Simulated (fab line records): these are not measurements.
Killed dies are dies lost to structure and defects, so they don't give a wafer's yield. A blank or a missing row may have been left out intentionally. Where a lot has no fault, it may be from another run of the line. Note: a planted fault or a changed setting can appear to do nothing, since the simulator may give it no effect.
Chamber matching + flow gf180mcu + cmp-02 running GF_V1_CMP_04: 4 sister chambers
The step polishes SiO2. 14 wafers are shown with their chamber, then 7 later ones without.

WAFERS, EACH WITH ITS CHAMBER
| wafer  | chamber | motorCurrentA (A) | timeToEndpointS (s) |
|--------|---------|-------------------|---------------------|
| L297.1 | 3       | 12.5              | 69                  |
| L297.2 | 1       | 10.3              | 65                  |
| L297.4 | 2       | 12.3              | 72                  |
| L304.2 | 2       | 12.7              | 68                  |
| L304.5 | 2       | 12.6              | 71                  |
| L304.6 | 1       | 9.8               | 75                  |
| L306.1 | 3       | 12.6              | 70                  |
| L306.3 | 2       | 12.6              | 74                  |
| L306.4 | 1       | 10.0              | 72                  |
| L309.1 | 0       | 13.2              | 73                  |
| L309.2 | 3       | 13.0              | 80                  |
| L309.5 | 2       | 12.8              | 79                  |
| L316.1 | 3       | 12.4              | 79                  |
| L316.3 | 2       | 12.3              | 77                  |

SIGNATURES, as means of the wafers listed above
| reading         | chamber 0 | chamber 1 | chamber 2 | chamber 3 | scatter within a chamber |
|-----------------|-----------|-----------|-----------|-----------|--------------------------|
| motorCurrentA   | 13.200    | 10.033    | 12.550    | 12.625    | 0.234                    |
| timeToEndpointS | 73.00     | 70.67     | 73.50     | 74.50     | 4.85                     |
Rule: for each reading, subtract the chamber's mean from the wafer's reading, divide by that reading's scatter and square the result; add these up over the readings and take the root, which gives the wafer's distance from the chamber. If the next closest chamber is less than 2 further off than the closest, the wafer can't be placed; otherwise it belongs to the closest. The scatter is the square root of a quotient: the sum, over the shown wafers, of each reading's squared deviation from its chamber's mean, divided by wafers minus chambers.

WAFERS WHOSE CHAMBER IS MISSING
| wafer  | motorCurrentA (A) | timeToEndpointS (s) |
|--------|-------------------|---------------------|
| L316.5 | 13.2              | 80                  |
| L319.2 | 13.1              | 78                  |
| L319.4 | 10.0              | 74                  |
| L319.5 | 12.6              | 83                  |
| L320.2 | 9.8               | 75                  |
| L320.4 | 12.8              | 80                  |
| L320.6 | 12.5              | 81                  |

EACH ONE'S CHAMBER
| wafer  | from the rows above          | in truth |
|--------|------------------------------|----------|
| L316.5 | can't be placed: 0 or 3 or 2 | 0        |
| L319.2 | can't be placed: 0 or 3 or 2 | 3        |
| L319.4 | 1                            | 1        |
| L319.5 | can't be placed: 3 or 2 or 0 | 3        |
| L320.2 | 1                            | 1        |
| L320.4 | can't be placed: 3 or 2 or 0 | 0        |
| L320.6 | can't be placed: 3 or 2 or 0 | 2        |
Placed correctly: 2 of 7. Cannot be placed on the basis of these rows: 5; the candidates contain the true chamber in 5. Number placed wrongly: 0.
